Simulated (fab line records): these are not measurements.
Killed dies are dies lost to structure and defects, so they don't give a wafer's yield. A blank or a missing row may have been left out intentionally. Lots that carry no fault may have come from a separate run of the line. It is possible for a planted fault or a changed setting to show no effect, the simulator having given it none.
What tool caused it?	flow gf180mcu	14 lots with 42 wafers sampled at 4 steps, on a route of 602 steps

WHAT EACH GAUGE READ, for each wafer
The record lacks any reading of a measuring or inspecting step that a usual standard deviation could be used to judge.

EACH LOT AND THE TOOL THAT RAN IT (in order: tool; ch and the chambers of the sampled wafers; start)
lot	GF_V3_DEVELOP_13	GF_V3_STRIP_18	GF_V3_SPUTTER_21	GF_M4_SPUTTER_00
L666	litho track-01 ch 0, day 22 05:59	plasma asher-04 ch 0,1, day 22 06:28	pvd sputter-03, day 22 07:00	pvd sputter-02, day 22 07:42
L668	litho track-01 ch 0, day 22 19:22	plasma asher-03 ch 0,1, day 22 19:48	pvd sputter-01, day 22 20:22	pvd sputter-03, day 22 21:03
L671	litho track-03 ch 0, day 24 11:49	plasma asher-03 ch 0,1, day 24 12:12	pvd sputter-01, day 24 12:42	pvd sputter-04, day 24 13:23
L672	litho track-01 ch 0, day 24 14:29	plasma asher-04 ch 0,1, day 24 14:54	pvd sputter-01, day 24 15:28	pvd sputter-03, day 24 16:10
L679	litho track-01, day 26 22:25	plasma asher-04 ch 0,1, day 26 22:51	pvd sputter-02, day 26 23:23	-
L680	litho track-01, day 27 02:46	plasma asher-04 ch 0,1, day 27 03:11	pvd sputter-03, day 27 03:49	-
L682	litho track-01 ch 0, day 27 19:56	plasma asher-02 ch 0,1, day 27 20:21	pvd sputter-03, day 27 20:54	pvd sputter-02, day 27 21:35
L683	litho track-01 ch 0, day 28 01:02	plasma asher-04 ch 0,1, day 28 01:27	pvd sputter-02, day 28 01:59	pvd sputter-03, day 28 02:40
L684	litho track-04 ch 0, day 28 06:50	plasma asher-04 ch 0,1, day 28 07:16	pvd sputter-01, day 28 07:48	pvd sputter-04, day 28 08:29
L685	litho track-03 ch 0, day 28 14:16	plasma asher-04 ch 0,1, day 28 14:39	pvd sputter-01, day 28 15:09	pvd sputter-04, day 28 15:50
L686	litho track-01 ch 0, day 28 18:40	plasma asher-04 ch 0,1, day 28 19:05	pvd sputter-03, day 28 19:42	pvd sputter-04, day 28 20:23
L687	litho track-01 ch 0, day 29 05:11	plasma asher-04 ch 0,1, day 29 05:36	pvd sputter-03, day 29 06:13	pvd sputter-04, day 29 06:55
L688	litho track-03 ch 0, day 29 09:50	plasma asher-03 ch 0,1, day 29 10:16	pvd sputter-03, day 29 11:14	pvd sputter-04, day 29 11:56
L689	litho track-04 ch 0, day 29 16:07	plasma asher-04 ch 0,1, day 29 16:30	pvd sputter-02, day 29 17:20	pvd sputter-03, day 29 18:02
- GF_V3_DEVELOP_13: develop time 60 s.
- GF_V3_STRIP_18: strips in O2/N2.
- GF_V3_SPUTTER_21: material Ti, target thk 15 nm, time 80.02 s.
- GF_M4_SPUTTER_00: material Ti, target thk 37.5 nm, time 150 s.

AS READ BY THE TOOLS THEMSELVES (means over the sampled wafers that have a number; for cases with no such wafer, the mark the record gives instead)
GF_V3_DEVELOP_13. Usual: chill plate temp C 23.01 C, standard deviation 0.096; resist line temp C 23.00 C, standard deviation 0.1.
lot	tool	chill plate temp C (C)	resist line temp C (C)	flag
L666	litho track-01	23.12	22.96	
L668	litho track-01	23.08	22.95	
L671	litho track-03	23.18	23.06	
L672	litho track-01	22.96	23.10	
L679	litho track-01	-	-	OFF
L680	litho track-01	-	-	OFF
L682	litho track-01	23.01	22.98	
L683	litho track-01	22.98	23.03	
L684	litho track-04	23.08	22.88	
L685	litho track-03	23.02	22.93	
L686	litho track-01	23.05	23.19	
L687	litho track-01	22.91	22.90	
L688	litho track-03	22.99	22.97	
L689	litho track-04	22.92	22.98	

GF_V3_STRIP_18. Usual: drypump motor current A 5.6 A, standard deviation 0.42; heater power w 330 W, standard deviation 9.1; n2 flow sccm 300.2 sccm, standard deviation 0.96; oes product au 0.593 a.u., standard deviation 0.0044.
lot	tool	drypump motor current A (A)	heater power w (W)	n2 flow sccm (sccm)	oes product au (a.u.)	flag
L666	plasma asher-04	5.4	333	299.8	0.592	
L668	plasma asher-03	5.7	332	300.5	0.597	
L671	plasma asher-03	5.3	333	299.9	0.591	
L672	plasma asher-04	5.7	330	300.1	0.592	
L679	plasma asher-04	5.7	328	300.8	0.598	
L680	plasma asher-04	5.5	331	300.2	0.600	
L682	plasma asher-02	5.9	320	299.1	0.593	
L683	plasma asher-04	5.7	333	299.6	0.597	
L684	plasma asher-04	5.7	329	300.0	0.592	
L685	plasma asher-04	5.7	343	300.5	0.592	
L686	plasma asher-04	5.5	327	299.6	0.597	
L687	plasma asher-04	5.5	329	299.6	0.594	
L688	plasma asher-03	5.6	337	300.2	0.598	
L689	plasma asher-04	5.5	328	300.1	0.596	

GF_V3_SPUTTER_21. Usual: chamber pressure pa 5.000 Pa, standard deviation 0.0095; throttle valve pct 29.7 %, standard deviation 0.94.
lot	tool	chamber pressure pa (Pa)	throttle valve pct (%)	flag
L666	pvd sputter-03	5.002	29.7	
L668	pvd sputter-01	4.999	30.4	
L671	pvd sputter-01	5.000	29.9	
L672	pvd sputter-01	5.002	30.0	
L679	pvd sputter-02	4.995	28.9	
L680	pvd sputter-03	5.007	29.3	
L682	pvd sputter-03	5.017	29.5	
L683	pvd sputter-02	5.001	27.9	
L684	pvd sputter-01	4.992	30.1	
L685	pvd sputter-01	4.996	29.8	
L686	pvd sputter-03	5.009	29.4	
L687	pvd sputter-03	5.008	29.8	
L688	pvd sputter-03	5.002	29.7	
L689	pvd sputter-02	5.001	29.9	

GF_M4_SPUTTER_00. Usual: chamber pressure pa 2.000 Pa, standard deviation 0.0037; throttle valve pct 29.2 %, standard deviation 0.79.
lot	tool	chamber pressure pa (Pa)	throttle valve pct (%)	flag
L666	pvd sputter-02	2.004	28.9	
L668	pvd sputter-03	2.000	29.3	
L671	pvd sputter-04	2.004	29.3	
L672	pvd sputter-03	2.000	29.6	
L682	pvd sputter-02	1.999	29.8	
L683	pvd sputter-03	1.998	28.8	
L684	pvd sputter-04	1.998	28.9	
L685	pvd sputter-04	1.998	29.4	
L686	pvd sputter-04	1.996	29.0	
L687	pvd sputter-04	1.997	28.8	
L688	pvd sputter-04	1.998	28.8	
L689	pvd sputter-03	2.001	29.3	

THE ANSWER, worked out from the rows above alone
Rule: take the mean of a lot's wafers that have a number; if it is more than 3 standard deviations from the usual mean, the lot is off. Also off: a lot with no number at a reading for which 4 or more lots have one. Where the step has rows for the other lots, those lots are counted as sound. The gauges are gone through in route order, then the tools' own readings, and for those a lot's mean is taken as printed above. At the first step where some lot is off, the reading lying furthest off is the one used; lots without a number count as furthest.
Off: L679, L680, at GF_V3_DEVELOP_13 (chill plate temp C). Without a number there: L679, L680.
A tool fits if, at that step or a process step before it, it ran every lot that is off, and no sound lot after the first of them. Of those tried, none fits.

WHAT THE SIMULATOR HAD PUT IN
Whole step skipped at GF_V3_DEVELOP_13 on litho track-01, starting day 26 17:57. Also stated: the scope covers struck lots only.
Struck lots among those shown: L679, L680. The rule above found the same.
